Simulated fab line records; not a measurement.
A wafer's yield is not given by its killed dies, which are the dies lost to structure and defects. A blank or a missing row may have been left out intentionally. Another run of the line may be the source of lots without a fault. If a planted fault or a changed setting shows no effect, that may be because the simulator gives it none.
fab line records    flow sky130
record lots=13  wafers=39  lastDay=50
route steps=708 shown GATE_OXIDE@199 METAL5@663 PAD_OPEN@708
lots with no fault: from the same line, run without faults
startH: the number of hours between the record's first day and the start of the first shown wafer of the lot    waitH: hours from the lot's prior step to this one    " identical to the entry in the row above    L1.1+2: several wafers, shown together as one row    - either no value or no given start    * or withheld: withheld    < > ~ a bound
route shown NAME@n: names a module that has steps shown in the file, with the first one's number in the route    usual: mean and standard deviation over wafers with no fault    same: alike in all rows    chamber/n: place in a boat    sites: the reading at each site    _std_site: the standard deviation of these    _edge_site: the outer-site mean with the inner-site mean subtracted    radiusMm: for every site, how far away it sits from the centre of the wafer    mask NAME#n: copy n    behind: the most recent tool/chamber to have shaped the wafer    hold: why the lot was held/for how many hours/how that ended    device: whichever transistor did not switch (one of n, p or np)    end of line: the route-end tests of the same wafers    a step with no rows: only its recipe    killed: at the first sort, the dies lost to defects and structure; wafer yield is something else    map: a wafer's dies, marking killed ones x, the rest . and places with no die _
set.NAME: the setting as run; set.NAME@STEP: as run at that earlier step    model.NAME: the simulator's own value behind a step, which no gauge read
route steps across a sampled set of lots; one table per step, one row per wafer
services: the hour from which a tool's chamber was out of use, counted from the record's first day as startH (under 0 if before that day), plus the number of hours and why
## steps
# step SKY_GATE_OXIDE_WET_ETCH_12
# recipe chemistry=dHF  targetDepthNm=16.8  dry=n2Spin  target=SiO2  dilution=100:1  tempC=25  timeS=336
lot.wafer   tool         chamber  startH  waitH
L706.1+3+5  wetBench-01  2        326.41  0.1
L708.2+4+5  wetBench-01  1        351.91  0.1
L709.1+4+6  wetBench-01  3        352.45  0.1
L710.2+3+4  wetBench-01  3        363.10  0.1
L712.3+5+6  wetBench-02  1        378.80  0.1
L713.1+3+4  wetBench-01  2        378.81  0.1
L715.3+4+6  wetBench-01  3        385.72  0.1
L716.1+2+5  wetBench-01  0        396.82  0.1
L717.1+3+6  wetBench-01  3        410.22  0.1
L720.3+5+6  wetBench-02  3        428.71  0.1
L722.1+3+6  wetBench-02  1        447.91  0.1
L727.2+4+5  wetBench-04  0        497.35  0.1
L728.1+5+6  wetBench-04  0        502.01  0.1
# step SKY_METAL5_SPUTTER_02
# recipe material=AlCu  targetThkNm=1150  powerW=10600  timeS=61.2  chamberPressurePa=0.4
# usual throttleValvePct=30.4/0.92
lot.wafer  tool           chamber  startH   waitH  throttleValvePct
L706.1     pvdSputter-03  -        1019.57  0.0    31.5
L706.3     "              -        "        "      31.3
L706.5     "              -        "        "      31.7
L708.2     pvdSputter-03  -        1038.26  0.0    31.3
L708.4     "              -        "        "      29.8
L708.5     "              -        "        "      30.5
L709.1     pvdSputter-03  -        1040.27  0.0    30.1
L709.4     "              -        "        "      30.5
L709.6     "              -        "        "      31.2
L710.2     pvdSputter-03  -        1046.12  0.0    30.6
L710.3     "              -        "        "      31.3
L710.4     "              -        "        "      30.5
L712.3     pvdSputter-03  -        1058.13  0.0    31.9
L712.5     "              -        "        "      32.0
L712.6     "              -        "        "      30.6
L713.1     pvdSputter-04  -        1059.23  0.0    30.8
L713.3     "              -        "        "      29.1
L713.4     "              -        "        "      30.0
L715.3     pvdSputter-01  -        1060.05  0.0    30.3
L715.4     "              -        "        "      30.2
L715.6     "              -        "        "      27.9
L716.1     pvdSputter-04  -        1069.02  0.0    30.7
L716.2     "              -        "        "      29.1
L716.5     "              -        "        "      28.9
L717.1     pvdSputter-03  -        1081.73  0.0    31.2
L717.3     "              -        "        "      31.9
L717.6     "              -        "        "      30.4
L720.3     pvdSputter-01  -        1093.82  0.0    30.4
L720.5     "              -        "        "      30.1
L720.6     "              -        "        "      30.7
L722.1     pvdSputter-03  -        1118.34  0.0    30.7
L722.3     "              -        "        "      31.7
L722.6     "              -        "        "      30.7
L727.2     pvdSputter-03  -        1139.61  0.0    31.2
L727.4     "              -        "        "      30.3
L727.5     "              -        "        "      30.4
L728.1     pvdSputter-04  -        1143.02  0.0    31.1
L728.5     "              -        "        "      29.1
L728.6     "              -        "        "      30.7
# step SKY_METAL5_RS_MEAS_05
# recipe thkMeasGauge=four-point-probe  reads=TiN_of_METAL5_SPUTTER_04+Ti_of_METAL5_SPUTTER_03+AlCu_of_METAL5_SPUTTER_02+TiN_of_METAL5_SPUTTER_01+Ti_of_METAL5_SPUTTER_00
# usual METAL5_ALCU_RS=0.0271/0.00029
lot.wafer  tool          chamber  startH   waitH  METAL5_ALCU_RS[ohm/sq]
L706.1     filmMetro-03  -        1019.69  0.0    0.02737
L706.3     "             -        "        "      0.02716
L706.5     "             -        "        "      0.02751
L708.2     filmMetro-02  -        1038.40  0.0    0.02706
L708.4     "             -        "        "      0.02717
L708.5     "             -        "        "      0.02703
L709.1     filmMetro-03  -        1040.39  0.0    0.02653
L709.4     "             -        "        "      0.02644
L709.6     "             -        "        "      0.02668
L710.2     filmMetro-03  -        1046.26  0.0    0.02717
L710.3     "             -        "        "      0.02718
L710.4     "             -        "        "      0.02717
L712.3     filmMetro-03  -        1058.28  0.1    0.02675
L712.5     "             -        "        "      0.02678
L712.6     "             -        "        "      0.02688
L713.1     filmMetro-03  -        1059.34  0.0    0.02714
L713.3     "             -        "        "      0.02711
L713.4     "             -        "        "      0.02717
L715.3     filmMetro-01  -        1060.21  0.1    0.02726
L715.4     "             -        "        "      0.02706
L715.6     "             -        "        "      0.02724
L716.1     filmMetro-03  -        1069.14  0.0    0.02732
L716.2     "             -        "        "      0.02733
L716.5     "             -        "        "      0.02735
L717.1     filmMetro-01  -        1081.85  0.0    0.02701
L717.3     "             -        "        "      0.02698
L717.6     "             -        "        "      0.02684
L720.3     filmMetro-02  -        1093.98  0.1    0.0269
L720.5     "             -        "        "      0.0268
L720.6     "             -        "        "      0.02678
L722.1     filmMetro-03  -        1118.46  0.0    0.02736
L722.3     "             -        "        "      0.02709
L722.6     "             -        "        "      0.02731
L727.2     filmMetro-01  -        1139.75  0.0    0.02709
L727.4     "             -        "        "      0.02686
L727.5     "             -        "        "      0.02716
L728.1     filmMetro-02  -        1143.14  0.0    0.02665
L728.5     "             -        "        "      0.02686
L728.6     "             -        "        "      0.02693
# step SKY_METAL5_METAL_ETCH_15
# recipe targetDepthA=12600  stopOn=SiO2  overEtchFrac=0.2  timeS=252  chemistry=Cl2/BCl3  resistSidewallDeg=86  pressureMtorr=10  icpW=900  biasW=49.78  Cl2_flow_sccm=60  bcl3FlowSccm=30
# usual drypumpMotorCurrentA=5.6/0.51  oesProductAu=0.894/0.0049  rfFwdPowerW=897.4/2.6  throttleValvePct=22.264/0.0092
lot.wafer  tool         chamber  startH   waitH  drypumpMotorCurrentA  oesProductAu  rfFwdPowerW  rfHoursCounterH  throttleValvePct
L706.1     rieMetal-04  0        1041.80  0.0    5.6                   0.905         899.2        10               22.250
L706.3     "            0        "        "      5.7                   0.893         897.8        -                22.266
L706.5     "            1        "        "      5.5                   0.893         895.1        -                22.252
L708.2     rieMetal-01  0        1059.60  0.0    4.9                   0.905         894.1        20               22.260
L708.4     "            1        "        "      5.0                   0.895         903.3        -                22.265
L708.5     "            0        "        "      4.9                   0.885         896.6        -                22.268
L709.1     rieMetal-01  0        1061.81  0.0    4.9                   0.895         900.0        20               22.274
L709.4     "            1        "        "      5.0                   0.887         898.6        -                22.259
L709.6     "            1        "        "      5.0                   0.898         899.7        -                22.266
L710.2     rieMetal-03  1        1067.52  0.1    5.9                   0.888         900.8        -                22.264
L710.3     "            1        "        "      5.9                   0.891         893.8        -                22.284
L710.4     "            1        "        "      5.9                   0.896         899.2        -                22.263
L712.3     rieMetal-01  0        1078.78  0.1    4.9                   0.890         897.8        -                22.267
L712.5     "            1        "        "      5.0                   0.899         897.7        -                22.242
L712.6     "            0        "        "      4.9                   0.885         892.3        -                22.282
L713.1     rieMetal-01  1        1080.05  0.0    5.0                   0.893         895.2        8                22.256
L713.3     "            1        "        "      5.0                   0.897         894.6        -                22.274
L713.4     "            0        "        "      4.9                   0.894         898.7        -                22.270
L715.3     rieMetal-03  1        1081.23  0.1    5.9                   0.901         901.2        -                22.273
L715.4     "            0        "        "      6.4                   0.894         896.8        -                22.262
L715.6     "            1        "        "      5.9                   0.890         903.2        -                22.262
L716.1     rieMetal-01  1        1090.50  0.0    5.0                   0.892         895.1        9                22.260
L716.2     "            0        "        "      4.9                   0.904         895.2        22               22.283
L716.5     "            0        "        "      4.9                   0.897         895.5        -                22.260
L717.1     rieMetal-01  0        1102.56  0.0    4.8                   0.899         901.1        24               22.259
L717.3     "            1        "        "      5.1                   0.886         899.1        -                22.270
L717.6     "            0        "        "      4.8                   0.891         901.7        -                22.266
L720.3     rieMetal-04  1        1114.88  0.1    5.5                   0.898         899.4        -                22.270
L720.5     "            1        "        "      5.5                   0.891         902.7        -                22.266
L720.6     "            0        "        "      5.7                   0.896         895.2        -                22.256
L722.1     rieMetal-03  0        1137.35  0.0    6.5                   0.901         892.3        5                22.265
L722.3     "            1        "        "      5.9                   0.888         896.4        -                22.260
L722.6     "            0        "        "      6.5                   0.894         895.5        -                22.279
L727.2     rieMetal-03  0        1157.30  0.0    6.4                   0.891         895.3        6                22.263
L727.4     "            0        "        "      6.4                   0.897         897.2        -                22.263
L727.5     "            0        "        "      6.4                   0.890         894.7        -                22.259
L728.1     rieMetal-04  0        1161.01  0.0    5.6                   0.894         897.2        20               22.267
L728.5     "            0        "        "      5.6                   0.899         896.1        -                22.273
L728.6     "            1        "        "      5.5                   0.884         894.7        -                22.287
# step SKY_PAD_OPEN_PROBE_99
# usual killed_at_M0_to_M3=44/7.3  killed_at_M4_up=3.4/1.7  killedAtContacts=24/5.3  killedAtFrontEnd=15/4.1  killedAtOther=0.4/0.68  killedDies=87/9.5  killedOpen=48/7.1  killedShort=39/5.8
# same grossDies=492  killedAtBackSide=0
lot.wafer  tool       chamber  startH   waitH  killed_at_M0_to_M3  killed_at_M4_up  killedAtContacts  killedAtFrontEnd  killedAtOther  killedDies  killedOpen  killedShort
L706.1     prober-02  -        1088.07  0.1    48                  2                23                10                0              83          45          38
L706.3     prober-02  -        1088.17  0.2    59                  3                26                12                0              100         59          41
L706.5     prober-02  -        1088.27  0.2    40                  3                25                19                0              87          48          39
L708.2     prober-02  -        1105.06  0.1    37                  2                24                13                0              76          40          36
L708.4     prober-02  -        1105.16  0.2    55                  5                17                20                0              97          55          40
L708.5     prober-02  -        1105.21  0.2    46                  4                11                16                0              77          38          38
L709.1     prober-01  -        1107.30  0.1    42                  4                30                19                2              97          47          49
L709.4     prober-01  -        1107.45  0.2    51                  3                23                17                1              95          52          43
L709.6     prober-01  -        1107.55  0.2    45                  4                20                13                1              83          43          39
L710.2     prober-02  -        1112.75  0.1    46                  3                31                17                0              97          54          43
L710.3     prober-02  -        1112.80  0.2    46                  3                19                17                0              85          42          42
L710.4     prober-02  -        1112.85  0.2    48                  7                23                20                1              99          51          45
L712.3     prober-01  -        1123.94  0.2    33                  2                23                15                4              77          40          32
L712.5     prober-01  -        1124.04  0.2    51                  4                16                13                1              85          45          38
L712.6     prober-01  -        1124.09  0.2    43                  3                18                20                0              84          44          40
L713.1     prober-02  -        1125.34  0.1    45                  0                20                18                1              84          50          34
L713.3     prober-02  -        1125.44  0.2    51                  5                20                18                0              94          53          41
L713.4     prober-02  -        1125.49  0.2    45                  4                22                8                 0              79          51          28
L715.3     prober-01  -        1126.05  0.2    29                  4                18                21                1              73          38          35
L715.4     prober-01  -        1126.10  0.2    46                  4                39                8                 0              97          55          42
L715.6     prober-01  -        1126.20  0.2    42                  3                27                14                0              86          38          47
L716.1     prober-02  -        1135.04  0.1    22                  5                21                36                0              84          29          28
L716.2     prober-02  -        1135.09  0.1    47                  2                15                39                0              103         46          29
L716.5     prober-02  -        1135.24  0.2    43                  7                26                46                0              122         35          55
L717.1     prober-02  -        1144.34  0.1    33                  4                22                62                1              122         36          35
L717.3     prober-02  -        1144.44  0.2    35                  3                14                62                1              115         35          31
L717.6     prober-02  -        1144.59  0.2    44                  4                19                61                0              128         44          35
L720.3     prober-02  -        1155.10  0.2    58                  5                36                17                0              116         66          50
L720.5     prober-02  -        1155.20  0.2    54                  2                34                14                1              105         60          45
L720.6     prober-02  -        1155.25  0.2    34                  3                33                20                0              90          51          39
L722.1     prober-02  -        1177.34  0.1    38                  1                23                12                0              74          40          34
L722.3     prober-02  -        1177.44  0.2    37                  3                15                18                0              73          38          34
L722.6     prober-02  -        1177.59  0.2    43                  3                29                24                0              99          59          39
L727.2     prober-01  -        1193.25  0.1    55                  4                23                11                0              93          45          48
L727.4     prober-01  -        1193.35  0.2    53                  1                20                22                0              96          57          39
L727.5     prober-01  -        1193.40  0.2    45                  2                23                12                1              83          43          40
L728.1     prober-02  -        1197.30  0.1    40                  3                21                7                 2              73          39          34
L728.5     prober-02  -        1197.50  0.2    39                  3                29                7                 1              79          35          44
L728.6     prober-02  -        1197.55  0.2    50                  1                36                13                0              100         51          49
# killed by level:class
L706.1 VIA3:geometricParticle:open=10 VIA1:geometricParticle:open=9 CONTACT:geometricParticle:open=8 VIA2:geometricParticle:open=8 FIELD_ISO:geometricParticle:short=6 LI_CONTACT:geometricParticle:open=5 VIA1:geometricParticle:short=5 VIA2:geometricParticle:short=5
L706.3 VIA1:geometricParticle:open=15 VIA3:geometricParticle:open=10 LI_CONTACT:geometricParticle:open=8 VIA2:geometricParticle:open=7 CONTACT:geometricParticle:short=6 METAL2:geometricParticle:short=6 CONTACT:geometricParticle:open=5 METAL1:geometricParticle:short=5
L706.5 CONTACT:geometricParticle:open=11 VIA3:geometricParticle:open=8 METAL2:geometricParticle:short=7 FIELD_ISO:geometricParticle:short=6 VIA1:geometricParticle:open=6 LI_CONTACT:geometricParticle:open=5 CONTACT:geometricParticle:short=5 METAL1:geometricParticle:short=5
L708.2 CONTACT:geometricParticle:open=13 VIA1:geometricParticle:open=10 VIA2:geometricParticle:open=6 POLY_GATE:geometricParticle:short=5 LOCAL_INTERCONNECT:geometricParticle:short=5 VIA3:geometricParticle:open=5 CONTACT:geometricParticle:short=4 VIA1:geometricParticle:short=4
L708.4 VIA1:geometricParticle:open=19 VIA3:geometricParticle:open=9 FIELD_ISO:geometricParticle:short=7 CONTACT:geometricParticle:open=7 METAL2:geometricParticle:short=6 VIA2:geometricParticle:open=6 CONTACT:geometricParticle:short=5 LI_CONTACT:geometricParticle:open=4
L708.5 VIA1:geometricParticle:open=11 METAL3:geometricParticle:short=9 VIA1:geometricParticle:short=6 LI_CONTACT:geometricParticle:open=5 VIA2:geometricParticle:open=5 POLY_GATE:geometricParticle:open=4 POLY_GATE:geometricParticle:short=4 METAL2:geometricParticle:short=4
L709.1 CONTACT:geometricParticle:open=9 VIA1:geometricParticle:open=9 LI_CONTACT:geometricParticle:open=7 VIA2:geometricParticle:open=7 FIELD_ISO:geometricParticle:short=6 POLY_GATE:geometricParticle:open=6 METAL1:geometricParticle:short=6 LOCAL_INTERCONNECT:geometricParticle:short=6
L709.4 VIA1:geometricParticle:open=10 VIA2:geometricParticle:open=10 CONTACT:geometricParticle:open=9 FIELD_ISO:geometricParticle:short=6 VIA2:geometricParticle:short=6 METAL1:geometricParticle:short=6 VIA3:geometricParticle:open=6 FIELD_ISO:geometricParticle:open=4
L709.6 VIA1:geometricParticle:open=9 CONTACT:geometricParticle:open=8 METAL1:geometricParticle:short=7 METAL2:geometricParticle:short=6 LI_CONTACT:geometricParticle:open=5 LOCAL_INTERCONNECT:geometricParticle:short=5 METAL1:geometricParticle:open=5 VIA3:geometricParticle:open=5
L710.2 CONTACT:geometricParticle:open=11 LI_CONTACT:geometricParticle:open=10 VIA2:geometricParticle:open=9 VIA1:geometricParticle:short=8 VIA1:geometricParticle:open=7 METAL2:geometricParticle:short=6 FIELD_ISO:geometricParticle:short=5 POLY_GATE:geometricParticle:open=5
L710.3 CONTACT:geometricParticle:open=11 VIA1:geometricParticle:open=10 VIA1:geometricParticle:short=9 FIELD_ISO:geometricParticle:open=6 METAL1:geometricParticle:short=6 FIELD_ISO:geometricParticle:short=5 METAL2:geometricParticle:short=5 POLY_GATE:geometricParticle:short=3
L710.4 METAL1:geometricParticle:short=9 VIA2:geometricParticle:open=8 VIA1:geometricParticle:open=8 LI_CONTACT:geometricParticle:open=7 CONTACT:geometricParticle:open=7 FIELD_ISO:geometricParticle:open=5 POLY_GATE:geometricParticle:short=5 VIA3:geometricParticle:open=5
L712.3 CONTACT:geometricParticle:open=12 VIA1:geometricParticle:open=9 VIA2:geometricParticle:open=7 FIELD_ISO:geometricParticle:short=4 LI_CONTACT:geometricParticle:open=4 METAL1:geometricParticle:short=4 PASSIVATION:coatMicrobubblePrinted=4 CONTACT:geometricParticle:short=3
L712.5 VIA1:geometricParticle:open=11 VIA1:geometricParticle:short=8 METAL1:geometricParticle:short=8 METAL2:geometricParticle:short=7 VIA2:geometricParticle:open=7 LI_CONTACT:geometricParticle:open=6 CONTACT:geometricParticle:open=6 VIA3:geometricParticle:open=6
L712.6 VIA1:geometricParticle:open=10 VIA1:geometricParticle:short=7 POLY_GATE:geometricParticle:short=6 LI_CONTACT:geometricParticle:open=6 CONTACT:geometricParticle:short=5 METAL1:geometricParticle:short=5 VIA3:geometricParticle:open=5 FIELD_ISO:geometricParticle:short=3
L713.1 LI_CONTACT:geometricParticle:open=10 VIA3:geometricParticle:open=10 VIA2:geometricParticle:open=8 VIA1:geometricParticle:open=6 METAL3:geometricParticle:short=5 FIELD_ISO:geometricParticle:open=4 POLY_GATE:geometricParticle:open=4 CONTACT:geometricParticle:open=4
L713.3 VIA1:geometricParticle:open=11 LI_CONTACT:geometricParticle:open=7 CONTACT:geometricParticle:open=6 METAL1:geometricParticle:short=6 VIA3:geometricParticle:short=6 VIA3:geometricParticle:open=6 POLY_GATE:geometricParticle:open=5 POLY_GATE:geometricParticle:short=5
L713.4 VIA1:geometricParticle:open=13 CONTACT:geometricParticle:open=10 VIA3:geometricParticle:open=7 LI_CONTACT:geometricParticle:open=6 VIA2:geometricParticle:open=4 VIA3:geometricParticle:short=4 METAL1:geometricParticle:open=3 VIA1:geometricParticle:short=3
L715.3 VIA1:geometricParticle:open=8 POLY_GATE:geometricParticle:open=5 CONTACT:geometricParticle:open=5 FIELD_ISO:geometricParticle:short=4 POLY_GATE:geometricParticle:short=4 POLY_CUT:geometricParticle:short=4 LOCAL_INTERCONNECT:geometricParticle:short=4 METAL1:geometricParticle:short=4
L715.4 VIA3:geometricParticle:open=12 CONTACT:geometricParticle:open=12 LI_CONTACT:geometricParticle:open=10 CONTACT:geometricParticle:short=10 VIA1:geometricParticle:open=9 VIA1:geometricParticle:short=6 METAL1:geometricParticle:short=5 LI_CONTACT:geometricParticle:short=4
L715.6 CONTACT:geometricParticle:open=14 METAL1:geometricParticle:short=9 VIA1:geometricParticle:open=7 CONTACT:geometricParticle:short=6 VIA1:geometricParticle:short=6 VIA2:geometricParticle:open=6 POLY_GATE:geometricParticle:short=5 LI_CONTACT:geometricParticle:open=4
L716.1 GATE_OXIDE:unspecified=27 LI_CONTACT:geometricParticle:open=8 LOCAL_INTERCONNECT:geometricParticle:short=6 VIA1:geometricParticle:short=4 VIA1:geometricParticle:open=4 CONTACT:geometricParticle:open=4 FIELD_ISO:geometricParticle:open=3 CONTACT:geometricParticle:short=3
L716.2 GATE_OXIDE:unspecified=28 VIA2:geometricParticle:open=13 CONTACT:geometricParticle:open=7 VIA1:geometricParticle:open=7 METAL1:geometricParticle:short=5 VIA3:geometricParticle:open=5 VIA3:geometricParticle:short=4 METAL2:geometricParticle:short=4
L716.5 GATE_OXIDE:unspecified=32 VIA3:geometricParticle:open=8 METAL2:geometricParticle:short=7 CONTACT:geometricParticle:open=6 FIELD_ISO:geometricParticle:short=6 LOCAL_INTERCONNECT:geometricParticle:short=6 CONTACT:geometricParticle:short=6 VIA1:geometricParticle:short=6
L717.1 GATE_OXIDE:unspecified=50 METAL2:geometricParticle:short=9 CONTACT:geometricParticle:open=8 VIA3:geometricParticle:open=7 LI_CONTACT:geometricParticle:short=5 LI_CONTACT:geometricParticle:open=5 VIA1:geometricParticle:open=5 FIELD_ISO:geometricParticle:open=4
L717.3 GATE_OXIDE:unspecified=49 VIA1:geometricParticle:open=9 VIA3:geometricParticle:open=6 FIELD_ISO:geometricParticle:open=5 VIA2:geometricParticle:short=5 POLY_GATE:geometricParticle:short=4 CONTACT:geometricParticle:open=4 VIA1:geometricParticle:short=4
L717.6 GATE_OXIDE:unspecified=47 VIA1:geometricParticle:open=14 CONTACT:geometricParticle:open=9 METAL1:geometricParticle:short=7 VIA3:geometricParticle:open=6 METAL3:geometricParticle:short=4 FIELD_ISO:geometricParticle:short=3 LI_CONTACT:geometricParticle:open=3
L720.3 VIA2:geometricParticle:open=15 CONTACT:geometricParticle:open=13 VIA1:geometricParticle:open=11 LOCAL_INTERCONNECT:geometricParticle:short=7 CONTACT:geometricParticle:short=7 METAL1:geometricParticle:short=7 METAL2:geometricParticle:short=6 POLY_GATE:geometricParticle:open=5
L720.5 CONTACT:geometricParticle:open=17 VIA2:geometricParticle:open=14 VIA1:geometricParticle:open=8 METAL2:geometricParticle:short=8 LI_CONTACT:geometricParticle:open=7 POLY_GATE:geometricParticle:short=6 VIA1:geometricParticle:short=6 METAL1:geometricParticle:short=5
L720.6 CONTACT:geometricParticle:open=12 VIA1:geometricParticle:open=9 LI_CONTACT:geometricParticle:open=7 CONTACT:geometricParticle:short=7 METAL1:geometricParticle:short=6 POLY_GATE:geometricParticle:short=5 VIA2:geometricParticle:open=5 FIELD_ISO:geometricParticle:open=4
L722.1 VIA1:geometricParticle:open=8 METAL1:geometricParticle:short=7 CONTACT:geometricParticle:open=7 FIELD_ISO:geometricParticle:short=6 LI_CONTACT:geometricParticle:open=6 VIA2:geometricParticle:open=6 FIELD_ISO:geometricParticle:open=3 POLY_GATE:geometricParticle:open=3
L722.3 VIA1:geometricParticle:open=7 VIA3:geometricParticle:open=7 LI_CONTACT:geometricParticle:open=6 VIA2:geometricParticle:short=6 FIELD_ISO:geometricParticle:short=5 CONTACT:geometricParticle:open=5 FIELD_ISO:geometricParticle:open=4 METAL1:geometricParticle:short=4
L722.6 LI_CONTACT:geometricParticle:open=12 VIA1:geometricParticle:open=11 VIA2:geometricParticle:open=10 POLY_GATE:geometricParticle:open=8 CONTACT:geometricParticle:short=7 FIELD_ISO:geometricParticle:open=5 METAL2:geometricParticle:open=5 METAL3:geometricParticle:short=5
L727.2 VIA1:geometricParticle:open=12 CONTACT:geometricParticle:open=9 VIA2:geometricParticle:open=7 VIA3:geometricParticle:open=7 FIELD_ISO:geometricParticle:short=6 METAL2:geometricParticle:short=6 VIA3:geometricParticle:short=5 METAL1:geometricParticle:short=5
L727.4 VIA1:geometricParticle:open=11 METAL1:geometricParticle:short=10 CONTACT:geometricParticle:open=9 VIA2:geometricParticle:open=9 VIA3:geometricParticle:open=6 FIELD_ISO:geometricParticle:open=5 LI_CONTACT:geometricParticle:open=5 FIELD_ISO:geometricParticle:short=4
L727.5 CONTACT:geometricParticle:open=12 VIA2:geometricParticle:open=7 VIA2:geometricParticle:short=6 VIA1:geometricParticle:open=6 METAL3:geometricParticle:short=6 VIA3:geometricParticle:open=6 VIA1:geometricParticle:short=4 CONTACT:geometricParticle:short=4
L728.1 VIA1:geometricParticle:open=10 CONTACT:geometricParticle:open=9 VIA1:geometricParticle:short=6 METAL1:geometricParticle:short=5 VIA3:geometricParticle:open=5 LI_CONTACT:geometricParticle:open=4 VIA2:geometricParticle:open=4 LOCAL_INTERCONNECT:geometricParticle:short=3
L728.5 LI_CONTACT:geometricParticle:open=7 CONTACT:geometricParticle:short=6 CONTACT:geometricParticle:open=6 METAL1:geometricParticle:short=6 METAL3:geometricParticle:short=6 VIA1:geometricParticle:open=6 VIA2:geometricParticle:open=5 LI_CONTACT:geometricParticle:short=4
L728.6 CONTACT:geometricParticle:open=16 LI_CONTACT:geometricParticle:open=9 METAL2:geometricParticle:short=8 VIA1:geometricParticle:open=8 VIA3:geometricParticle:open=7 VIA1:geometricParticle:short=7 CONTACT:geometricParticle:short=6 METAL1:geometricParticle:short=6
## services
tool           chamber  startH   hours  kind
rieMetal-03    0        316.88   16.4   repair
pvdSputter-03  -        341.69   0.5    repair
pvdSputter-03  -        351.13   1.5    repair
rieMetal-01    -        366.25   14.6   pm
rieMetal-01    0        398.22   8.4    repair
pvdSputter-03  -        424.46   1.9    repair
pvdSputter-03  -        431.40   2.9    repair
wetBench-01    -        431.43   1.9    pm
pvdSputter-03  -        436.47   33.8   repair
rieMetal-03    -        496.78   0.7    repair
pvdSputter-03  -        504.05   0.6    repair
pvdSputter-03  -        567.46   41.0   repair
rieMetal-01    -        652.64   2.8    pm
rieMetal-01    -        681.15   0.6    repair
rieMetal-03    -        684.80   0.3    repair
rieMetal-01    -        710.01   4.3    pm
rieMetal-01    0        718.53   2.8    repair
pvdSputter-03  -        820.28   5.5    repair
wetBench-01    -        914.28   4.4    pm
rieMetal-03    -        921.76   2.8    pm
wetBench-01    -        934.48   1.5    repair
wetBench-01    -        956.73   5.9    repair
rieMetal-01    -        1070.59  0.5    repair
wetBench-01    -        1094.58  1.0    repair
## key
firstSign step=SKY_PAD_OPEN_PROBE_99  reading=killedAtFrontEnd  direction=up  sigmas=8.9  usual=15  struck=51
effect step=SKY_PAD_OPEN_PROBE_99  reading=killedDies  direction=up  sigmas=2.7  usual=87  struck=112
metAt SKY_GATE_OXIDE_WET_ETCH_12
struckLots L716,L717
testerLeftOut L716,L717
notActingAt SKY_METAL5_SPUTTER_02,SKY_METAL5_RS_MEAS_05,SKY_METAL5_METAL_ETCH_15
onsetBetween 385.72 396.82
fault kind=chamberParticleSource  tool=wetBench-01  chamber=-  onsetH=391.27  steps=SKY_GATE_OXIDE_WET_ETCH_12  ratePerVisitCm2=1.7553  endH=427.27
# testerLeftOut: of these lots the tester's yield and bins aren't shown, on N5 and GAA mostly nor the transistor test; their killed dies are dies lost to structure and defects alone, not to doping, threshold or leakage, so they don't give the yield
